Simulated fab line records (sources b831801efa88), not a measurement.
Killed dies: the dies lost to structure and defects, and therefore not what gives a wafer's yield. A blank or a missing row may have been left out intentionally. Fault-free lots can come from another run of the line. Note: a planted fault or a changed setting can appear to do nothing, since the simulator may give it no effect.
One fault through the eyes of 2 desks / flow sky130 / every desk sees just its own numbers, and what lay behind them comes last

## TOOL OWNER'S DESK, rie-diel-01
The tool's own readings at SKY_VIA2_ETCH_15 (etches SiO2 in C4F8/O2/Ar, stops on TiN, target depth 546 nm, time 84 s): means of the sampled wafers that have a number, for each lot that ran on this tool. Marked OUT: a lot whose mean sits more than 4 standard deviations from the usual mean, which makes it out of limits; the brackets give that distance.
Columns: A = bias-w at SKY_VIA2_ETCH_15, usual 1201 W; B = oes-product-au at SKY_VIA2_ETCH_15, usual 0.939 a.u.
lot=L447; first seen here=day 36 00:25; A=1203; B=0.935
lot=L450; first seen here=day 37 06:46; A=1201; B=0.941
lot=L452; first seen here=day 37 19:58; A=1199; B=0.938
lot=L457; first seen here=day 39 13:35; A=1203; B=0.934
lot=L466; first seen here=day 42 01:33; A=1240 (+12) OUT; B=0.936
lot=L469; first seen here=day 43 12:38; A=1243 (+12) OUT; B=0.939
This desk's verdict: out of limits on L466, L469, starting with L466 at day 42 01:33 (bias-w at SKY_VIA2_ETCH_15). L447, L450, L452, L457: within limits.

## FROM THE METROLOGY DESK
Means of the sampled wafers that have a number, per lot and without regard to the tool the lot ran on: this is what the gauges read. Marked OUT: a lot whose mean sits more than 4 standard deviations from the usual mean, which makes it out of limits; the brackets give that distance.
Columns: A = METAL2_OVL at SKY_METAL2_OVL_MEAS_16, usual 4 nm; B = VIA2_HDPCVD_THK at SKY_VIA2_THK_MEAS_01, usual 1181 nm
lot=L447; first seen here=day 34 20:46; A=8; B=1191
lot=L450; first seen here=day 36 02:07; A=-4; B=1187
lot=L448; first seen here=day 36 03:37; A=9; B=1167
lot=L451; first seen here=day 36 14:25; A=5; B=1174
lot=L452; first seen here=day 36 16:31; A=7; B=1185
lot=L453; first seen here=day 37 01:36; A=2; B=1195
lot=L455; first seen here=day 37 16:58; A=2; B=1184
lot=L457; first seen here=day 38 10:36; A=-2; B=1182
lot=L458; first seen here=day 38 20:37; A=9; B=1181
lot=L459; first seen here=day 39 00:33; A=11; B=1181
lot=L464; first seen here=day 40 22:57; A=1; B=1180
lot=L466; first seen here=day 41 00:12; A=7; B=1183
lot=L469; first seen here=day 42 11:57; A=-3; B=1174
This desk found nothing out of limits on any of the 13 lots.

## BROUGHT TOGETHER
The tool owner's desk had the chance to raise an alarm at day 42 01:33 on L466, L469.
Nothing out of limits was seen by the metrology desk.
The metrology desk holds a record of L466, L469, inside its limits.
The lots listed all ran SKY_VIA2_ETCH_15 on rie-diel-01.

## WHAT HAD BEEN PUT IN BY THE SIMULATOR
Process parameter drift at SKY_VIA2_ETCH_15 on rie-diel-01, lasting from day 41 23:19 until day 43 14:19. A move of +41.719 in setting bias-w, from 1200. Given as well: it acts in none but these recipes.
Lots struck among those shown: L466, L469.
How many hours passed from the start of the fault until each desk's first out-of-limits reading: the tool owner's desk, 2.
